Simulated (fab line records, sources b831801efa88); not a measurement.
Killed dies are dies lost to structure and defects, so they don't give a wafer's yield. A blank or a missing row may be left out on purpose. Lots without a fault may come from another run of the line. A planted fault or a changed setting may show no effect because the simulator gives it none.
One fault seen from 2 desks | flow gf180mcu | each desk has only its own numbers; what lay behind them comes last

THE TOOL OWNER'S DESK: furnace-01
The tool's own readings at GF_DUAL_GATE_OXIDATION_02 (stabilise 600 s, purge 300 s, target thk 10.887 nm): means of the sampled wafers that have a number, for each lot that ran on this tool. A lot is out of limits, marked OUT, if its mean lies more than 4 standard deviations from the usual mean; the brackets give that distance.
Columns: A = spike_tc_bottom_C at GF_DUAL_GATE_OXIDATION_02, usual 920.1 C; B = spike_tc_lower_C at GF_DUAL_GATE_OXIDATION_02, usual 900.1 C; C = spike_tc_top_C at GF_DUAL_GATE_OXIDATION_02, usual 908.9 C
lot  | first seen here | A     | B     | C
L833 | day 7 16:46     | 918.8 | 898.9 | 906.6
L835 | day 8 04:07     | 919.1 | 899.0 | 906.9
L840 | day 9 11:18     | 920.1 | 898.8 | 906.4
L841 | day 9 17:45     | 918.3 | 899.1 | 905.4
L842 | day 10 03:40    | 920.1 | 899.2 | 907.1
L843 | day 10 10:42    | 919.3 | 898.3 | 906.4
L844 | day 10 13:41    | 918.9 | 899.4 | 906.7
L846 | day 11 06:31    | 919.6 | 898.4 | 907.6
L848 | day 11 18:50    | 919.7 | 898.2 | 906.9
L850 | day 12 07:16    | 919.7 | 898.9 | 906.9
This desk's finding: nothing out of limits on any of the 10 lots.

THE METROLOGY DESK
What the gauges read, lot by lot, whatever tool the lot ran on: means of the sampled wafers that have a number. A lot is out of limits, marked OUT, if its mean lies more than 4 standard deviations from the usual mean; the brackets give that distance.
Columns: A = DUAL_GATE_OXIDATION_00_THK at GF_DUAL_GATE_THK_MEAS_03, usual 10.89 nm
lot  | first seen here | A
L833 | day 7 18:13     | 10.74
L834 | day 8 01:40     | 10.64
L835 | day 8 05:34     | 10.95
L837 | day 8 20:12     | 11.00
L840 | day 9 12:46     | 10.57
L841 | day 9 19:13     | 10.59
L842 | day 10 05:07    | 10.74
L843 | day 10 12:09    | 11.00
L844 | day 10 15:08    | 10.94
L846 | day 11 07:58    | 12.46 (+7.1) OUT
L848 | day 11 20:17    | 12.27 (+6.3) OUT
L850 | day 12 08:43    | 12.46 (+7.2) OUT
L854 | day 13 09:40    | 10.94
L855 | day 13 20:21    | 10.92
L856 | day 14 07:22    | 10.89
This desk's finding: out of limits on L846, L848, L850; first on L846, day 11 07:58 (DUAL_GATE_OXIDATION_00_THK at GF_DUAL_GATE_THK_MEAS_03). In limits: L833, L834, L835, L837, L840, L841, L842, L843, L844, L854, L855, L856.

PUT TOGETHER
The metrology desk could have raised an alarm at day 11 07:58, on L846, L848, L850.
The tool owner's desk saw nothing out of limits.
The tool owner's desk has L846, L848, L850 on record, within its limits.
Of the lots named, all ran GF_DUAL_GATE_OXIDATION_02 on furnace-01.

WHAT THE SIMULATOR HAD PUT IN
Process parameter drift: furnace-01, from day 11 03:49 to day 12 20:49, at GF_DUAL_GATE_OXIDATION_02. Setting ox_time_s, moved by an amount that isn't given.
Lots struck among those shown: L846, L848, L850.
Hours from the fault's start to each desk's first reading out of limits: the metrology desk, 4.
